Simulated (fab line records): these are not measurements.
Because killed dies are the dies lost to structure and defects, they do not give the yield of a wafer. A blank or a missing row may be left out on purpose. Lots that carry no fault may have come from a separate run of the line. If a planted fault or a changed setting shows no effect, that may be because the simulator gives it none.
Matching of chambers    flow sky130    4 sister chambers for SKY_VIA3_ETCH_14 on rie diel-04
The step etches BARC in N2/H2, stops on SiO2, time 45.9 s, target depth 60 nm. 8 wafers are shown with their chamber, then 10 later ones without.

EACH WAFER AND ITS CHAMBER
wafer   chamber  drypump motor current A (A)  throttle valve pct (%)
L084.3  2        5.5                          13.224
L085.4  1        5.8                          13.225
L086.1  2        5.5                          13.222
L088.2  0        5.3                          13.198
L088.4  3        6.2                          13.234
L088.6  3        6.2                          13.218
L089.1  0        5.3                          13.230
L089.2  1        5.9                          13.222

WAFERS WITHOUT THEIR CHAMBER
wafer   drypump motor current A (A)  throttle valve pct (%)
L089.3  6.2                          13.217
L092.4  6.2                          13.213
L092.5  5.8                          13.215
L092.6  5.3                          13.239
L094.3  5.4                          13.234
L094.5  5.4                          13.231
L094.6  6.2                          13.250
L097.2  5.8                          13.218
L097.5  5.3                          13.233
L097.6  5.8                          13.221

CHAMBER TAKEN BY EACH
wafer   from the rows above      in truth
L089.3  3                        3
L092.4  3                        3
L092.5  1                        1
L092.6  0                        0
L094.3  can't be placed: 2 or 0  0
L094.5  can't be placed: 2 or 0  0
L094.6  3                        3
L097.2  1                        1
L097.5  0                        0
L097.6  1                        1
Placed correctly: 8 of 10. Cannot be placed on the basis of these rows: 2; the candidates contain the true chamber in 2. Number placed wrongly: 0.
How it was worked out, from the rows above alone: a wafer's distance from a chamber is the root of the sum, over the readings, of the square of ((its reading less the chamber's mean) divided by the reading's scatter). If the next closest chamber is less than 2 further off than the closest, the wafer can't be placed; otherwise it belongs to the closest. Each chamber's mean is taken over the wafers shown for it. The scatter is the square root of a quotient: the sum, over the shown wafers, of each reading's squared deviation from its chamber's mean, divided by wafers minus chambers.
